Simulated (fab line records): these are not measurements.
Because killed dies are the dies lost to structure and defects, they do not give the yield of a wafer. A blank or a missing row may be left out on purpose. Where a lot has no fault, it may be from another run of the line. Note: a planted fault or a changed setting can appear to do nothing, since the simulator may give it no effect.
fab line records	flow gf180mcu
record lots=5	wafers=15	last-day=33
route steps=602 shown MVSD@68 MVPSD@78 VT_IMPLANT@90
lots with no fault: from the same line, run without faults
start-h: hours from the record's first day to the start of the lot's first wafer shown	wait-h: hours since the lot's step before	" repeats the value in the row above	L1.1+2: a single row standing in for several wafers	- no value present, or no start provided	* or withheld: withheld	< > ~ a bound
route shown NAME@n: names a module that has steps shown in the file, with the first one's number in the route	usual: mean and standard deviation over wafers with no fault	same: alike in all rows	chamber/n: place in a boat	sites: the reading at each site	_std_site: how widely they spread, as a standard deviation	_edge_site: inner sites' mean taken away from outer sites' mean	radius-mm: for every site, how far away it sits from the centre of the wafer	mask NAME#n: copy n	behind: the most recent tool/chamber to have shaped the wafer	hold: what put the lot on hold/how long, in hours/how the hold closed	device: the transistor (n, p or np) that didn't switch	end of line: the same wafers' tests at the end of the route	where a step has no rows: the recipe by itself	killed: count of dies lost to structure and defects at first sort (not the wafer's yield)	map: per-die view of a wafer (x killed, . not killed, _ where there is no die)
set.NAME: the setting as run; set.NAME@STEP: as run at that earlier step	model.NAME: the simulator's own value behind a step, which no gauge read
lots at selected steps of the route; one table per step, one row per wafer
services: when a tool's chamber went out of use (start-h, in hours from the record's first day, below 0 if earlier), for how many hours, and the reason
## steps
# step GF_MVSD_COAT_02
# recipe spin-rpm=2000	resist-thk-nm=3000
# usual exhaust-pa=44.9/0.88	resist-line-temp-C=22.98/0.1
lot.wafer	tool	chamber	start-h	wait-h	exhaust-pa	resist-line-temp-C
L078.3	litho-track-02	0	101.27	0.1	45.3	23.06
L078.4	"	0	"	"	43.8	22.91
L078.5	"	0	"	"	44.2	22.86
L079.1	litho-track-04	0	106.35	0.1	44.9	22.96
L079.3	"	0	"	"	45.1	23.01
L079.6	"	0	"	"	44.6	23.09
L083.2	litho-track-01	0	126.28	0.1	45.6	22.93
L083.5	"	0	"	"	45.5	22.87
L083.6	"	0	"	"	44.8	23.01
L086.2	litho-track-02	0	143.39	0.1	44.7	22.97
L086.5	"	0	"	"	45.6	23.03
L086.6	"	0	"	"	45.6	23.12
L093.4	litho-track-04	0	184.73	0.1	45.6	22.98
L093.5	"	0	"	"	44.2	23.02
L093.6	"	0	"	"	44.9	23.11
# step GF_MVSD_SOFTBAKE_03
# recipe temp-c=110	time-s=withheld
# usual exhaust-pa=45.0/0.87	resist-line-temp-C=23.00/0.13
lot.wafer	tool	chamber	start-h	wait-h	exhaust-pa	resist-line-temp-C
L078.3	litho-track-02	0	101.43	0.1	46.0	22.70
L078.4	"	0	"	"	45.3	23.01
L078.5	"	0	"	"	44.7	22.99
L079.1	litho-track-04	0	106.50	0.1	45.8	22.99
L079.3	"	0	"	"	45.1	22.81
L079.6	"	0	"	"	45.6	22.87
L083.2	litho-track-01	0	126.44	0.1	45.6	22.76
L083.5	"	0	"	"	45.4	23.02
L083.6	"	0	"	"	46.5	22.84
L086.2	litho-track-02	0	143.55	0.1	44.1	22.90
L086.5	"	0	"	"	44.7	22.87
L086.6	"	0	"	"	44.3	22.89
L093.4	litho-track-04	0	184.90	0.1	45.0	23.28
L093.5	"	0	"	"	44.2	23.27
L093.6	"	0	"	"	44.9	23.11
# step GF_MVSD_EXPOSE_04
# recipe mask-id=MVSD	target-cd-nm=1000	na=0.6	source-shape=conventional	sigma-outer=0.6	dose-mj=260
# usual exposure-dose-mJ-cm2=259.9/0.3
lot.wafer	tool	chamber	start-h	wait-h	mask	exposure-dose-mJ-cm2
L078.3	iline-stepper-02	0	-	-	MVSD#0	259.6
L078.4	"	0	"	"	MVSD#0	259.7
L078.5	"	0	"	"	MVSD#0	260.3
L079.1	iline-stepper-02	0	-	-	MVSD#0	259.8
L079.3	"	0	"	"	MVSD#0	260.0
L079.6	"	0	"	"	MVSD#0	260.3
L083.2	iline-stepper-01	0	-	-	MVSD#0	259.5
L083.5	"	0	"	"	MVSD#0	259.6
L083.6	"	0	"	"	MVSD#0	259.5
L086.2	iline-stepper-01	0	-	-	MVSD#0	259.9
L086.5	"	0	"	"	MVSD#0	259.4
L086.6	"	0	"	"	MVSD#0	259.7
L093.4	iline-stepper-02	0	-	-	MVSD#0	259.7
L093.5	"	0	"	"	MVSD#0	259.9
L093.6	"	0	"	"	MVSD#0	260.0
# step GF_MVSD_PEB_05
# recipe temp-c=115	time-s=withheld
# usual exhaust-pa=45.0/0.88	resist-line-temp-C=23.01/0.12
lot.wafer	tool	chamber	start-h	wait-h	exhaust-pa	resist-line-temp-C
L078.3	litho-track-01	0	-	-	45.0	22.96
L078.4	"	0	"	"	44.1	23.00
L078.5	"	0	"	"	44.8	23.00
L079.1	litho-track-02	0	-	-	45.2	23.06
L079.3	"	0	"	"	44.9	23.15
L079.6	"	0	"	"	44.1	22.89
L083.2	litho-track-04	0	-	-	45.5	23.15
L083.5	"	0	"	"	46.2	23.11
L083.6	"	0	"	"	44.0	23.08
L086.2	litho-track-02	0	-	-	45.1	22.91
L086.5	"	0	"	"	43.5	23.06
L086.6	"	0	"	"	43.9	22.94
L093.4	litho-track-01	0	-	-	45.1	23.08
L093.5	"	0	"	"	44.2	23.07
L093.6	"	0	"	"	44.7	23.14
# step GF_MVSD_DEVELOP_06
# recipe wall-angle-deg=90	develop-time-s=60	dev-temp-c=23
# usual exhaust-pa=45.0/0.77	resist-line-temp-C=23.00/0.12
lot.wafer	tool	chamber	start-h	wait-h	exhaust-pa	resist-line-temp-C
L078.3	litho-track-01	0	-	-	46.5	22.97
L078.4	"	0	"	"	45.6	22.91
L078.5	"	0	"	"	44.9	22.97
L079.1	litho-track-02	0	-	-	43.9	22.94
L079.3	"	0	"	"	44.1	23.02
L079.6	"	0	"	"	45.0	23.08
L083.2	litho-track-04	0	-	-	44.3	23.11
L083.5	"	0	"	"	45.4	23.15
L083.6	"	0	"	"	45.6	23.30
L086.2	litho-track-02	0	-	-	45.6	22.89
L086.5	"	0	"	"	45.3	22.71
L086.6	"	0	"	"	43.7	22.85
L093.4	litho-track-01	0	-	-	45.5	22.86
L093.5	"	0	"	"	44.6	22.83
L093.6	"	0	"	"	44.2	22.81
# step GF_MVSD_OVL_MEAS_07
# usual MVSD_OVL=-0.5/1.3
lot.wafer	tool	chamber	start-h	wait-h	MVSD_OVL[nm]
L078.3	overlay-01	-	108.77	-	-1.3
L078.4	"	-	"	"	-1.1
L078.5	"	-	"	"	-0.8
L079.1	overlay-02	-	113.22	-	0.8
L079.3	"	-	"	"	-1.6
L079.6	"	-	"	"	0.3
L083.2	overlay-02	-	134.01	-	0.9
L083.5	"	-	"	"	-1.1
L083.6	"	-	"	"	0.9
L086.2	overlay-02	-	151.22	-	-0.6
L086.5	"	-	"	"	-2.5
L086.6	"	-	"	"	-0.4
L093.4	overlay-01	-	193.02	-	-0.5
L093.5	"	-	"	"	-1.7
L093.6	"	-	"	"	-0.3
# step GF_MVSD_IMPLANT_08
# recipe species=P	energy-kev=400	dose-cm2=1.6e+13	tilt-deg=0
lot.wafer	tool	chamber	start-h	wait-h
L078.3+4+5	implanter-03	0	108.84	0.1
L079.1+3+6	implanter-01	0	113.25	0.0
L083.2+5+6	implanter-03	0	134.06	0.0
L086.2+5+6	implanter-01	0	151.28	0.0
L093.4+5+6	implanter-02	0	193.12	0.1
# step GF_MVSD_IMPLANT_09
# recipe species=P	energy-kev=100	dose-cm2=5e+12	tilt-deg=0
lot.wafer	tool	chamber	start-h	wait-h
L078.3+4+5	implanter-03	0	108.99	0.1
L079.1+3+6	implanter-01	0	113.40	0.1
L083.2+5+6	implanter-03	0	134.21	0.1
L086.2+5+6	implanter-01	0	151.43	0.1
L093.4+5+6	implanter-02	0	193.27	0.1
# step GF_MVSD_STRIP_10
# recipe chemistry=O2/N2	power-w=1400	pressure-mtorr=1500	platen-temp-c=250	o2-flow-sccm=3000	n2-flow-sccm=300	overash-fraction=0.5
# usual drypump-motor-current-A=5.9/0.46	heater-power-w=334/49	oes-product-au=0.722/0.0047	strip-time-to-endpoint-s=36.94/0.087
lot.wafer	tool	chamber	start-h	wait-h	drypump-motor-current-A	heater-power-w	oes-product-au	rf-hours-counter-h	strip-time-to-endpoint-s
L078.3	plasma-asher-04	1	109.13	0.1	5.8	262	0.720	-	37.10
L078.4	"	0	"	"	5.1	406	0.713	-	37.15
L078.5	"	1	"	"	5.8	263	0.730	-	37.07
L079.1	plasma-asher-04	0	113.55	0.1	5.1	392	0.716	46	36.98
L079.3	"	0	"	"	5.1	403	0.713	-	36.98
L079.6	"	0	"	"	5.2	397	0.721	-	36.99
L083.2	plasma-asher-02	0	134.34	0.1	6.4	410	0.721	2	36.89
L083.5	"	0	"	"	6.4	404	0.719	-	36.93
L083.6	"	1	"	"	5.4	365	0.716	-	36.92
L086.2	plasma-asher-04	1	151.55	0.1	5.8	267	0.719	50	36.90
L086.5	"	0	"	"	5.2	390	0.720	-	36.78
L086.6	"	1	"	"	5.8	259	0.729	-	36.86
L093.4	plasma-asher-01	0	193.37	0.1	6.4	328	0.718	-	36.88
L093.5	"	1	"	"	6.1	313	0.721	-	36.77
L093.6	"	0	"	"	6.4	319	0.719	-	36.82
# step GF_MVSD_TW_MEAS_11
# usual MVSD_TW=1588/5.9
lot.wafer	tool	chamber	start-h	wait-h	MVSD_TW
L078.3	film-metro-03	-	109.21	0.1	1595
L078.4	"	-	"	"	1591
L078.5	"	-	"	"	1591
L079.1	film-metro-03	-	113.65	0.1	1585
L079.3	"	-	"	"	1582
L079.6	"	-	"	"	1582
L083.2	film-metro-04	-	134.45	0.1	1579
L083.5	"	-	"	"	1582
L083.6	"	-	"	"	1585
L086.2	film-metro-01	-	151.66	0.1	1585
L086.5	"	-	"	"	1583
L086.6	"	-	"	"	1595
L093.4	film-metro-04	-	193.47	0.1	1594
L093.5	"	-	"	"	1580
L093.6	"	-	"	"	1591
# step GF_MVPSD_DEHYDRATE_00
# recipe temp-c=200	time-s=60
# usual exhaust-pa=45.1/0.87	resist-line-temp-C=23.03/0.11
lot.wafer	tool	chamber	start-h	wait-h	exhaust-pa	resist-line-temp-C
L078.3	litho-track-03	0	115.81	6.6	44.2	23.08
L078.4	"	0	"	"	44.4	23.10
L078.5	"	0	"	"	44.0	23.08
L079.1	litho-track-02	0	120.22	6.6	45.3	23.08
L079.3	"	0	"	"	44.1	23.25
L079.6	"	0	"	"	45.7	23.08
L083.2	litho-track-02	0	142.09	7.6	45.5	22.90
L083.5	"	0	"	"	44.2	23.10
L083.6	"	0	"	"	46.1	23.00
L086.2	litho-track-03	0	158.59	6.9	43.3	22.75
L086.5	"	0	"	"	43.8	22.83
L086.6	"	0	"	"	43.8	22.84
L093.4	litho-track-03	0	201.34	7.9	46.4	23.07
L093.5	"	0	"	"	44.2	23.08
L093.6	"	0	"	"	45.2	23.06
# step GF_MVPSD_HMDS_01
# recipe prime-time-s=60	prime-temp-c=120
# usual exhaust-pa=45.0/0.9	resist-line-temp-C=23.00/0.11
lot.wafer	tool	chamber	start-h	wait-h	exhaust-pa	resist-line-temp-C
L078.3	litho-track-03	0	115.96	0.1	45.1	22.83
L078.4	"	0	"	"	44.5	22.84
L078.5	"	0	"	"	44.2	22.96
L079.1	litho-track-02	0	120.37	0.1	44.8	23.01
L079.3	"	0	"	"	46.3	22.96
L079.6	"	0	"	"	44.2	23.02
L083.2	litho-track-02	0	142.24	0.1	43.7	22.88
L083.5	"	0	"	"	43.9	22.95
L083.6	"	0	"	"	44.6	23.05
L086.2	litho-track-03	0	158.74	0.1	45.5	23.01
L086.5	"	0	"	"	46.0	23.02
L086.6	"	0	"	"	45.7	22.97
L093.4	litho-track-03	0	201.49	0.1	44.5	22.97
L093.5	"	0	"	"	44.0	23.13
L093.6	"	0	"	"	44.4	23.05
# step GF_MVPSD_COAT_02
# recipe spin-rpm=2000	resist-thk-nm=3000
# usual exhaust-pa=45.1/0.84	resist-line-temp-C=23.00/0.1
lot.wafer	tool	chamber	start-h	wait-h	exhaust-pa	resist-line-temp-C
L078.3	litho-track-03	0	116.11	0.1	45.0	22.96
L078.4	"	0	"	"	44.6	22.85
L078.5	"	0	"	"	44.1	23.04
L079.1	litho-track-02	0	120.52	0.1	45.9	23.15
L079.3	"	0	"	"	45.4	23.12
L079.6	"	0	"	"	46.3	23.06
L083.2	litho-track-02	0	142.39	0.1	46.2	22.93
L083.5	"	0	"	"	46.1	22.99
L083.6	"	0	"	"	46.2	22.96
L086.2	litho-track-03	0	158.89	0.1	44.2	22.98
L086.5	"	0	"	"	45.7	22.98
L086.6	"	0	"	"	46.2	23.14
L093.4	litho-track-03	0	201.64	0.1	45.5	23.19
L093.5	"	0	"	"	45.9	23.03
L093.6	"	0	"	"	45.3	23.03
# step GF_MVPSD_SOFTBAKE_03
# recipe temp-c=110	time-s=withheld
# usual exhaust-pa=45.1/0.94	resist-line-temp-C=23.02/0.11
lot.wafer	tool	chamber	start-h	wait-h	exhaust-pa	resist-line-temp-C
L078.3	litho-track-03	0	116.28	0.1	43.9	22.94
L078.4	"	0	"	"	43.4	23.09
L078.5	"	0	"	"	44.7	23.15
L079.1	litho-track-02	0	120.67	0.1	44.1	22.88
L079.3	"	0	"	"	45.2	22.83
L079.6	"	0	"	"	44.7	22.97
L083.2	litho-track-02	0	142.55	0.1	44.9	23.00
L083.5	"	0	"	"	44.6	23.14
L083.6	"	0	"	"	45.1	23.04
L086.2	litho-track-03	0	159.05	0.1	45.9	23.08
L086.5	"	0	"	"	43.8	23.01
L086.6	"	0	"	"	45.7	23.04
L093.4	litho-track-03	0	201.81	0.1	46.1	22.97
L093.5	"	0	"	"	45.6	22.97
L093.6	"	0	"	"	45.5	22.96
# step GF_MVPSD_EXPOSE_04
# recipe mask-id=MVPSD	target-cd-nm=1000	na=0.6	source-shape=conventional	sigma-outer=0.6	dose-mj=260
# usual exposure-dose-mJ-cm2=259.92/0.27
lot.wafer	tool	chamber	start-h	wait-h	mask	exposure-dose-mJ-cm2
L078.3	iline-stepper-02	0	-	-	MVPSD#0	259.90
L078.4	"	0	"	"	MVPSD#0	260.21
L078.5	"	0	"	"	MVPSD#0	260.13
L079.1	iline-stepper-01	0	-	-	MVPSD#0	259.73
L079.3	"	0	"	"	MVPSD#0	260.15
L079.6	"	0	"	"	MVPSD#0	259.73
L083.2	iline-stepper-01	0	-	-	MVPSD#0	260.06
L083.5	"	0	"	"	MVPSD#0	259.58
L083.6	"	0	"	"	MVPSD#0	260.06
L086.2	iline-stepper-01	0	-	-	MVPSD#0	259.72
L086.5	"	0	"	"	MVPSD#0	259.63
L086.6	"	0	"	"	MVPSD#0	259.67
L093.4	iline-stepper-02	0	-	-	MVPSD#0	259.81
L093.5	"	0	"	"	MVPSD#0	260.26
L093.6	"	0	"	"	MVPSD#0	260.24
# step GF_MVPSD_PEB_05
# recipe temp-c=115	time-s=withheld
# usual exhaust-pa=44.8/0.85	resist-line-temp-C=22.99/0.11
lot.wafer	tool	chamber	start-h	wait-h	exhaust-pa	resist-line-temp-C
L078.3	litho-track-03	0	-	-	44.3	22.88
L078.4	"	0	"	"	43.7	22.99
L078.5	"	0	"	"	43.3	22.97
L079.1	litho-track-01	0	-	-	45.1	23.18
L079.3	"	0	"	"	44.4	23.01
L079.6	"	0	"	"	45.3	22.98
L083.2	litho-track-02	0	-	-	45.5	22.94
L083.5	"	0	"	"	45.2	22.87
L083.6	"	0	"	"	44.9	22.89
L086.2	litho-track-01	0	-	-	43.9	23.01
L086.5	"	0	"	"	44.9	22.97
L086.6	"	0	"	"	44.9	23.05
L093.4	litho-track-01	0	-	-	45.2	22.99
L093.5	"	0	"	"	43.8	23.06
L093.6	"	0	"	"	44.6	23.11
# step GF_MVPSD_DEVELOP_06
# recipe wall-angle-deg=90	develop-time-s=60	dev-temp-c=23
# usual exhaust-pa=45.4/0.9	resist-line-temp-C=23.02/0.1
lot.wafer	tool	chamber	start-h	wait-h	exhaust-pa	resist-line-temp-C
L078.3	litho-track-03	0	-	-	47.3	23.03
L078.4	"	0	"	"	46.1	22.86
L078.5	"	0	"	"	46.7	22.84
L079.1	litho-track-01	0	-	-	44.6	23.24
L079.3	"	0	"	"	43.7	22.99
L079.6	"	0	"	"	44.6	23.11
L083.2	litho-track-02	0	-	-	47.3	22.81
L083.5	"	0	"	"	45.2	22.95
L083.6	"	0	"	"	46.4	23.02
L086.2	litho-track-01	0	-	-	45.0	23.00
L086.5	"	0	"	"	45.1	22.92
L086.6	"	0	"	"	44.2	22.82
L093.4	litho-track-01	0	-	-	44.3	22.95
L093.5	"	0	"	"	44.3	22.95
L093.6	"	0	"	"	45.0	23.04
# step GF_MVPSD_OVL_MEAS_07
# usual MVPSD_OVL=1.9/1.5
lot.wafer	tool	chamber	start-h	wait-h	MVPSD_OVL[nm]
L078.3	overlay-02	-	123.97	-	1.4
L078.4	"	-	"	"	0.3
L078.5	"	-	"	"	2.3
L079.1	overlay-01	-	128.81	-	3.1
L079.3	"	-	"	"	4.1
L079.6	"	-	"	"	3.5
L083.2	overlay-01	-	149.92	-	2.1
L083.5	"	-	"	"	1.3
L083.6	"	-	"	"	1.6
L086.2	overlay-02	-	167.01	-	3.3
L086.5	"	-	"	"	3.3
L086.6	"	-	"	"	1.4
L093.4	overlay-01	-	209.87	-	3.7
L093.5	"	-	"	"	2.5
L093.6	"	-	"	"	3.7
# step GF_MVPSD_IMPLANT_08
# recipe species=B	energy-kev=170	dose-cm2=1.5e+13	tilt-deg=0
lot.wafer	tool	chamber	start-h	wait-h
L078.3+4+5	implanter-03	0	124.05	0.1
L079.1+3+6	implanter-01	0	128.84	0.0
L083.2+5+6	implanter-03	0	149.98	0.0
L086.2+5+6	implanter-01	0	167.07	0.0
L093.4+5+6	implanter-04	0	209.97	0.1
# step GF_MVPSD_IMPLANT_09
# recipe species=B	energy-kev=40	dose-cm2=5e+12	tilt-deg=0
lot.wafer	tool	chamber	start-h	wait-h
L078.3+4+5	implanter-03	0	124.20	0.1
L079.1+3+6	implanter-01	0	128.99	0.1
L083.2+5+6	implanter-03	0	150.13	0.1
L086.2+5+6	implanter-01	0	167.22	0.1
L093.4+5+6	implanter-04	0	210.12	0.1
# step GF_MVPSD_STRIP_10
# recipe chemistry=O2/N2	power-w=1400	pressure-mtorr=1500	platen-temp-c=250	o2-flow-sccm=3000	n2-flow-sccm=300	overash-fraction=0.5
# usual drypump-motor-current-A=5.9/0.43	heater-power-w=341/38	oes-product-au=0.722/0.005	strip-time-to-endpoint-s=36.97/0.11
lot.wafer	tool	chamber	start-h	wait-h	drypump-motor-current-A	heater-power-w	oes-product-au	rf-hours-counter-h	strip-time-to-endpoint-s
L078.3	plasma-asher-03	1	124.33	0.1	5.8	359	0.721	-	36.89
L078.4	"	0	"	"	5.4	298	0.716	-	36.86
L078.5	"	1	"	"	5.8	351	0.712	-	36.94
L079.1	plasma-asher-01	1	129.14	0.1	6.1	305	0.723	47	37.01
L079.3	"	0	"	"	6.4	324	0.723	-	36.97
L079.6	"	0	"	"	6.4	326	0.724	-	37.02
L083.2	plasma-asher-03	1	150.25	0.1	5.8	352	0.728	37	36.70
L083.5	"	1	"	"	5.8	357	0.721	-	36.76
L083.6	"	0	"	"	5.4	298	0.722	-	36.75
L086.2	plasma-asher-03	1	167.34	0.1	5.8	349	0.721	38	36.92
L086.5	"	0	"	"	5.4	295	0.729	-	36.89
L086.6	"	1	"	"	5.8	354	0.725	-	37.04
L093.4	plasma-asher-01	0	210.22	0.1	6.4	326	0.728	-	36.99
L093.5	"	1	"	"	6.1	314	0.719	-	37.06
L093.6	"	0	"	"	6.4	324	0.723	-	37.01
# step GF_MVPSD_TW_MEAS_11
# usual MVPSD_TW=556.0/2.3
lot.wafer	tool	chamber	start-h	wait-h	MVPSD_TW
L078.3	film-metro-03	-	124.42	0.1	558.1
L078.4	"	-	"	"	560.1
L078.5	"	-	"	"	558.7
L079.1	film-metro-04	-	129.24	0.1	554.8
L079.3	"	-	"	"	552.1
L079.6	"	-	"	"	554.1
L083.2	film-metro-01	-	150.36	0.1	555.8
L083.5	"	-	"	"	554.3
L083.6	"	-	"	"	555.2
L086.2	film-metro-04	-	167.45	0.1	557.8
L086.5	"	-	"	"	558.7
L086.6	"	-	"	"	555.5
L093.4	film-metro-01	-	210.32	0.1	554.3
L093.5	"	-	"	"	553.4
L093.6	"	-	"	"	554.0
# step GF_VT_IMPLANT_DEHYDRATE_00
# recipe temp-c=200	time-s=60
# usual exhaust-pa=45.2/0.95	resist-line-temp-C=23.04/0.11
lot.wafer	tool	chamber	start-h	wait-h	exhaust-pa	resist-line-temp-C
L078.3	litho-track-03	0	131.66	7.2	47.0	23.09
L078.4	"	0	"	"	46.2	22.98
L078.5	"	0	"	"	46.4	23.14
L079.1	litho-track-01	0	136.51	7.3	45.0	23.05
L079.3	"	0	"	"	43.9	23.19
L079.6	"	0	"	"	43.6	23.13
L083.2	litho-track-01	0	157.63	7.3	46.3	23.03
L083.5	"	0	"	"	42.7	22.84
L083.6	"	0	"	"	43.6	22.94
L086.2	litho-track-03	0	175.09	7.6	46.6	23.18
L086.5	"	0	"	"	45.3	23.17
L086.6	"	0	"	"	45.9	22.97
L093.4	litho-track-03	0	218.79	8.5	43.5	23.05
L093.5	"	0	"	"	44.4	23.17
L093.6	"	0	"	"	45.1	23.10
# step GF_VT_IMPLANT_HMDS_01
# recipe prime-time-s=60	prime-temp-c=120
# usual exhaust-pa=45.2/0.8	resist-line-temp-C=23.01/0.11
lot.wafer	tool	chamber	start-h	wait-h	exhaust-pa	resist-line-temp-C
L078.3	litho-track-03	0	131.81	0.1	45.3	23.02
L078.4	"	0	"	"	46.4	23.03
L078.5	"	0	"	"	44.6	23.01
L079.1	litho-track-01	0	136.66	0.1	45.3	23.21
L079.3	"	0	"	"	45.3	23.20
L079.6	"	0	"	"	46.2	23.03
L083.2	litho-track-01	0	157.78	0.1	45.6	23.09
L083.5	"	0	"	"	45.8	23.04
L083.6	"	0	"	"	46.2	23.09
L086.2	litho-track-03	0	175.24	0.1	45.2	23.09
L086.5	"	0	"	"	45.6	22.84
L086.6	"	0	"	"	46.2	22.92
L093.4	litho-track-03	0	218.94	0.1	44.4	22.94
L093.5	"	0	"	"	43.6	22.98
L093.6	"	0	"	"	45.9	22.99
# step GF_VT_IMPLANT_COAT_02
# recipe resist=NOVOLAK	spin-rpm=3000	resist-thk-nm=1000
# usual exhaust-pa=44.9/0.77	resist-line-temp-C=23.03/0.1
lot.wafer	tool	chamber	start-h	wait-h	exhaust-pa	resist-line-temp-C
L078.3	litho-track-03	0	131.96	0.1	45.6	23.07
L078.4	"	0	"	"	45.5	23.20
L078.5	"	0	"	"	44.9	23.11
L079.1	litho-track-01	0	136.81	0.1	44.8	23.17
L079.3	"	0	"	"	45.5	23.26
L079.6	"	0	"	"	44.3	23.06
L083.2	litho-track-01	0	157.93	0.1	45.3	22.97
L083.5	"	0	"	"	45.4	23.06
L083.6	"	0	"	"	44.9	23.11
L086.2	litho-track-03	0	175.39	0.1	44.1	23.06
L086.5	"	0	"	"	44.0	23.07
L086.6	"	0	"	"	45.2	22.99
L093.4	litho-track-03	0	219.09	0.1	44.5	22.96
L093.5	"	0	"	"	44.6	22.87
L093.6	"	0	"	"	44.6	23.04
# step GF_VT_IMPLANT_SOFTBAKE_03
# recipe temp-c=90	time-s=60	resist=NOVOLAK
# usual exhaust-pa=45.1/0.92	resist-line-temp-C=22.99/0.11
lot.wafer	tool	chamber	start-h	wait-h	exhaust-pa	resist-line-temp-C
L078.3	litho-track-03	0	132.11	0.1	45.5	22.93
L078.4	"	0	"	"	45.6	23.14
L078.5	"	0	"	"	46.0	22.97
L079.1	litho-track-01	0	136.96	0.1	46.5	23.09
L079.3	"	0	"	"	44.9	23.09
L079.6	"	0	"	"	45.8	23.02
L083.2	litho-track-01	0	158.08	0.1	45.9	22.86
L083.5	"	0	"	"	45.9	22.92
L083.6	"	0	"	"	46.4	22.89
L086.2	litho-track-03	0	175.54	0.1	44.7	22.83
L086.5	"	0	"	"	45.9	22.91
L086.6	"	0	"	"	45.5	22.92
L093.4	litho-track-03	0	219.24	0.1	44.2	23.15
L093.5	"	0	"	"	45.2	22.96
L093.6	"	0	"	"	43.9	23.13
## services
tool	chamber	start-h	hours	kind
implanter-01	-	98.58	11.1	pm
iline-stepper-01	-	103.40	1.7	pm
implanter-03	-	103.69	0.7	repair
plasma-asher-02	-	108.75	9.0	pm
plasma-asher-02	0	108.75	9.0	vent-cycle
plasma-asher-02	1	108.75	9.0	vent-cycle
implanter-04	-	117.33	3.0	repair
plasma-asher-02	0	117.75	-	clean
plasma-asher-02	1	117.75	-	clean
implanter-03	-	125.40	5.8	pm
iline-stepper-02	-	125.49	5.7	repair
implanter-02	-	141.19	2.2	repair
implanter-04	-	148.81	2.0	pm
iline-stepper-01	-	162.34	4.0	repair
iline-stepper-01	-	171.87	1.8	repair
implanter-04	-	176.55	2.9	pm
plasma-asher-02	-	189.39	6.4	repair
iline-stepper-01	-	198.40	10.2	repair
iline-stepper-02	-	207.61	10.4	repair
implanter-03	-	211.91	6.6	repair
iline-stepper-02	-	218.00	1.7	pm
## key
fault none
